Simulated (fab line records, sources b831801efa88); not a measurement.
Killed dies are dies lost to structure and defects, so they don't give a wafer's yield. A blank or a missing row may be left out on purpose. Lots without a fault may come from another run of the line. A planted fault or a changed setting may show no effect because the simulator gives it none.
Which tool did it? | flow sky130 | 13 lots, 39 wafers sampled, at 5 steps of a route of 708

WHAT THE GAUGES READ, wafer by wafer
The record holds no reading of a measuring or inspecting step that can be judged against a usual standard deviation.

WHICH TOOL RAN EACH LOT (tool, then ch and the chambers of the sampled wafers, then the start)
lot  | SKY_CONTACT_CVD_00              | SKY_CONTACT_DEVELOP_13            | SKY_CONTACT_ETCH_17                | SKY_CONTACT_STRIP_19                 | SKY_PAD_OPEN_PROBE_99
L127 | pecvd-03 ch 0,1, day 30 05:53   | litho_track-02 ch 0, day 31 09:00 | rie_diel-04 ch 0,2,3, day 31 10:19 | plasma_asher-03 ch 0,1, day 31 10:24 | -
L129 | pecvd-01 ch 0,2, day 31 14:23   | litho_track-04 ch 0, day 32 18:00 | rie_diel-04 ch 0,1,3, day 32 18:22 | plasma_asher-04 ch 0, day 32 18:28   | -
L130 | pecvd-04 ch 0,1, day 31 19:50   | litho_track-02 ch 0, day 32 23:00 | rie_diel-01 ch 2,3, day 32 23:58   | plasma_asher-03 ch 0,1, day 33 00:03 | -
L132 | pecvd-01 ch 0,2, day 32 09:05   | litho_track-02 ch 0, day 33 12:00 | rie_diel-01 ch 0,1,2, day 33 12:43 | plasma_asher-03 ch 0,1, day 33 12:48 | prober-02, day 47 06:14
L136 | pecvd-04 ch 1,2, day 33 20:10   | litho_track-02 ch 0, day 34 22:00 | rie_diel-04 ch 1,2,3, day 34 22:43 | plasma_asher-02 ch 0,1, day 34 22:50 | prober-02, day 48 08:08
L142 | pecvd-04 ch 0,1,2, day 35 22:19 | litho_track-04 ch 0, day 37 00:00 | rie_diel-02 ch 1,2,3, day 37 01:01 | plasma_asher-03 ch 0,1, day 37 01:08 | -
L144 | pecvd-01 ch 0,1, day 36 02:03   | litho_track-03 ch 0, day 37 03:00 | rie_diel-01 ch 0,3, day 37 04:08   | plasma_asher-04 ch 0,1, day 37 04:15 | -
L143 | pecvd-01 ch 1,2, day 36 06:59   | litho_track-02 ch 0, day 37 09:00 | rie_diel-01 ch 1,2,3, day 37 09:40 | plasma_asher-02 ch 0,1, day 37 09:45 | -
L145 | pecvd-04 ch 1,2, day 36 09:36   | litho_track-02 ch 0, day 37 11:00 | rie_diel-04 ch 0,2,3, day 37 11:37 | plasma_asher-02 ch 0,1, day 37 11:42 | -
L146 | pecvd-01 ch 1,2, day 36 20:35   | litho_track-04 ch 0, day 37 22:00 | rie_diel-04 ch 0,2,3, day 37 23:10 | plasma_asher-03 ch 0,1, day 37 23:16 | -
L147 | pecvd-03 ch 0,2, day 36 22:52   | litho_track-02 ch 0, day 38 00:00 | rie_diel-02 ch 1,2, day 38 00:58   | plasma_asher-03 ch 0,1, day 38 01:03 | -
L149 | pecvd-01 ch 0,1,2, day 37 02:32 | litho_track-03 ch 0, day 38 04:00 | rie_diel-01 ch 0,1,2, day 38 04:41 | plasma_asher-02 ch 0,1, day 38 04:48 | -
L150 | pecvd-01 ch 0,2, day 37 20:04   | litho_track-02 ch 0, day 38 21:00 | rie_diel-04 ch 1,2,3, day 38 22:04 | plasma_asher-03 ch 0,1, day 38 22:09 | -
- SKY_CONTACT_CVD_00: deposits Si3N4, target thk 75 nm.
- SKY_CONTACT_DEVELOP_13: develop time 60 s.
- SKY_CONTACT_ETCH_17: etches SiO2 in C4F8/O2/Ar, stops on Si3N4, target depth 340 nm.
- SKY_CONTACT_STRIP_19: strips in O2/N2.
- SKY_PAD_OPEN_PROBE_99

WHAT THE TOOLS THEMSELVES READ (means of the sampled wafers that have a number; where no wafer has one, the mark that the record gives instead)
SKY_CONTACT_CVD_00.
lot  | tool     | heater_power_outer_w (W) | heater_power_w (W)
L127 | pecvd-03 | 461                      | 771
L129 | pecvd-01 | 459                      | 814
L130 | pecvd-04 | 424                      | 699
L132 | pecvd-01 | 403                      | 768
L136 | pecvd-04 | 456                      | 717
L142 | pecvd-04 | 440                      | 723
L144 | pecvd-01 | 398                      | 668
L143 | pecvd-01 | 396                      | 662
L145 | pecvd-04 | 408                      | 667
L146 | pecvd-01 | 406                      | 665
L147 | pecvd-03 | 407                      | 728
L149 | pecvd-01 | 412                      | 713
L150 | pecvd-01 | 390                      | 751

SKY_CONTACT_DEVELOP_13.
lot  | tool           | developer_temp_C (C)
L127 | litho_track-02 | 21.02
L129 | litho_track-04 | 21.02
L130 | litho_track-02 | 20.94
L132 | litho_track-02 | 21.83
L136 | litho_track-02 | 21.50
L142 | litho_track-04 | 21.16
L144 | litho_track-03 | 20.98
L143 | litho_track-02 | 20.94
L145 | litho_track-02 | 20.99
L146 | litho_track-04 | 21.00
L147 | litho_track-02 | 21.05
L149 | litho_track-03 | 20.96
L150 | litho_track-02 | 20.95

SKY_CONTACT_ETCH_17.
lot  | tool        | oes_product_au (a.u.)
L127 | rie_diel-04 | 0.896
L129 | rie_diel-04 | 0.893
L130 | rie_diel-01 | 0.889
L132 | rie_diel-01 | 0.890
L136 | rie_diel-04 | 0.887
L142 | rie_diel-02 | 0.891
L144 | rie_diel-01 | 0.889
L143 | rie_diel-01 | 0.892
L145 | rie_diel-04 | 0.891
L146 | rie_diel-04 | 0.891
L147 | rie_diel-02 | 0.895
L149 | rie_diel-01 | 0.894
L150 | rie_diel-04 | 0.894

SKY_CONTACT_STRIP_19.
lot  | tool            | drypump_motor_current_A (A) | oes_product_au (a.u.) | strip_time_to_endpoint_s (s)
L127 | plasma_asher-03 | 5.43                        | 0.377                 | 3.59
L129 | plasma_asher-04 | 5.65                        | 0.381                 | 3.60
L130 | plasma_asher-03 | 5.43                        | 0.381                 | 3.60
L132 | plasma_asher-03 | 5.44                        | 0.384                 | 3.59
L136 | plasma_asher-02 | 5.43                        | 0.386                 | 3.59
L142 | plasma_asher-03 | 5.59                        | 0.382                 | 3.64
L144 | plasma_asher-04 | 5.84                        | 0.380                 | 3.57
L143 | plasma_asher-02 | 5.58                        | 0.382                 | 3.58
L145 | plasma_asher-02 | 5.60                        | 0.385                 | 3.62
L146 | plasma_asher-03 | 5.61                        | 0.377                 | 3.57
L147 | plasma_asher-03 | 5.44                        | 0.385                 | 3.64
L149 | plasma_asher-02 | 5.60                        | 0.383                 | 3.59
L150 | plasma_asher-03 | 5.43                        | 0.377                 | 3.62

SKY_PAD_OPEN_PROBE_99.
lot  | tool      | killed_at_M0_to_M3 | killed_at_M4_up | killed_at_contacts | killed_at_front_end | killed_at_other | killed_dies | killed_open | killed_short
L132 | prober-02 | 36                 | 3.7             | 21                 | 19                  | 0.0             | 80          | 41          | 39
L136 | prober-02 | 39                 | 5.3             | 31                 | 16                  | 0.7             | 92          | 53          | 39

THE ANSWER, worked out from the rows above alone
Rule: what is usual is taken from the lots themselves. Put in order of their means at a reading, lots are off if they are a third of the lots or fewer, leave a main group of 4 or more, and stand apart from it by a gap of 3 or more times the standard deviation of the main group's means; of several such gaps the widest counts. A main group whose means are all the same, to the digits that the tables above print for the reading, isn't used. A lot without any number at a reading at which 4 lots or more have one is off too. The other lots that the step has rows for count as sound. The gauges are gone through in route order, then the tools' own readings, and for those a lot's mean is taken as printed above. The first step at which some lot is off is used, and at that step the reading that is off furthest; a lot without a number counts as furthest.
Off: L132, L136, at SKY_CONTACT_DEVELOP_13 (developer_temp_C). The main group: mean 21.00 C, standard deviation 0.061.
A tool fits if, at that step or a process step before it, it ran every lot that is off, and no sound lot after the first of them. None of those tried fits.

WHAT THE SIMULATOR HAD PUT IN
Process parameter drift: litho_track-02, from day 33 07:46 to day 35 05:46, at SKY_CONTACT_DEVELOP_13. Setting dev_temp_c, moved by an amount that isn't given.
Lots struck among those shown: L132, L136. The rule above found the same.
